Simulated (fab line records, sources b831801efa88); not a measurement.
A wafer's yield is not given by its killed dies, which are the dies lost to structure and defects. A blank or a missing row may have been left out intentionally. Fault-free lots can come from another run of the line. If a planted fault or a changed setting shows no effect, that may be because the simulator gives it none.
A lot that was struck, set against a sound lot || flow sfqLine || 13 out of 325 route steps
Sound: wafers L809.2, L809.4, L809.5. Struck: wafers L820.1, L820.2, L820.5. Last of all comes the cause.
For every step that has rows: the tool of each side, followed by ch and its chambers, followed by its first start. Under that, the readings that differ: sound wafers || struck wafers || difference of the means || sigmas: that difference in standard deviations of wafers without a fault.
alike: words and numbers the same on both sides, and readings whose means are apart by under 2 such deviations; not compared: readings that were withheld, readings missing a value for some wafer, numbers with overlapping values and no deviation given by the record, and bounds like >300 which may hide the same value.
The two part at a step that has a row with sigmas, a row that says differs or no value, or rows on one side only. Numbers that don't overlap but have no deviation are shown without sigmas and don't part them. A reading that every wafer of one side lacks parts them only if that side has two wafers or more.

first, 6 steps without rows for these wafers: SFQ_TRILAYER_M0_LITHO_COAT_026 (resist thk 62 nm); SFQ_TRILAYER_M0_LITHO_COAT_021 (resist thk 600 nm); SFQ_TRILAYER_M0_LITHO_SOFTBAKE_025; SFQ_TRILAYER_M0_LITHO_EXPOSE_022 (exposes mask M0, target cd 500 nm); SFQ_TRILAYER_M0_LITHO_PEB_024 (peb time 60 s); SFQ_TRILAYER_M0_LITHO_DEVELOP_023 (time 60 s).
SFQ_M0_OVL_MEAS_906:
  sound: overlay-02 at day 12 10:47; struck: overlay-02 at day 16 03:05
  alike: M0_OVL
SFQ_TRILAYER_M0_BARC_OPEN_METAL_ETCH_031: etches BARC in O2, target depth 125 nm, time 41.7 s.
  sound on rieMetal-01 ch 1, day 12 10:50; struck on rieMetal-01 ch 0,1, day 16 03:08
  alike: chamberPressureMTorr, drypumpMotorCurrentA, oesProductAu, rfFwdPowerW
  not compared: rfHoursCounterH
SFQ_TRILAYER_M0_ETCH_METAL_ETCH_024: etches Nb in Cl2/Ar, stops on SiO2, target depth 240 nm, time 120 s.
  sound on rieMetal-01 ch 1, day 12 10:58; struck on rieMetal-01 ch 0,1, day 16 03:11
  alike: chamberPressureMTorr, drypumpMotorCurrentA, oesProductAu, rfFwdPowerW
  not compared: rfHoursCounterH
SFQ_TRILAYER_M0_STRIP_STRIP_025: strips in O2.
  sound on rieMetal-01 ch 1, day 12 11:23; struck on rieMetal-01 ch 0,1, day 16 03:19
  alike: chamberPressureMTorr, drypumpMotorCurrentA, oesProductAu
  not compared: rfHoursCounterH
then, 1 step without rows for these wafers: SFQ_TRILAYER_M0_STRIP_SOLV_CLEAN_026 (cleans in NMP, time 600 s).
SFQ_TRILAYER_I0_DEP_PECVD_027: deposits SiO2 from SiH4/N2O, time 111.11 s, target thk 500 nm.
  sound on pecvd-02 ch 0,1,2, day 12 12:33; struck on pecvd-02 ch 0,1, day 16 04:05
{"reading": "rfFwdPowerW (W)", "sound": "182.5 181.5 183.2", "struck": "212.0 211.7 211.3", "difference": "+29.3", "sigmas": "+47"}
{"reading": "model.SiO2_of_TRILAYER_I0_DEP_PECVD_027.thkNm (nm)", "sound": "498.6 500.8 506.7", "struck": "514.7 510.7 518.9", "difference": "+12.7", "sigmas": ""}
  alike: heaterPowerW, throttleValvePct
  not compared: sinceWetCleanH
SFQ_TRILAYER_I0_CMP_CMP_028: polishes SiO2.
  sound on cmp-02 ch 0,1,3, day 12 13:08; struck on cmp-02 ch 0,1, day 16 04:10
  alike: motorCurrentA, timeToEndpointS

== WHERE THEY PART ==
At SFQ_TRILAYER_I0_DEP_PECVD_027 and nowhere else, as far as this record goes. Later steps at which nothing parts them and some readings are alike: SFQ_TRILAYER_I0_CMP_CMP_028.

WHY: whatever the simulator had introduced
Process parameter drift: pecvd-02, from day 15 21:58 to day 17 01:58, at SFQ_TRILAYER_I0_DEP_PECVD_027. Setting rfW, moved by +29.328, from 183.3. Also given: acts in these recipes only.
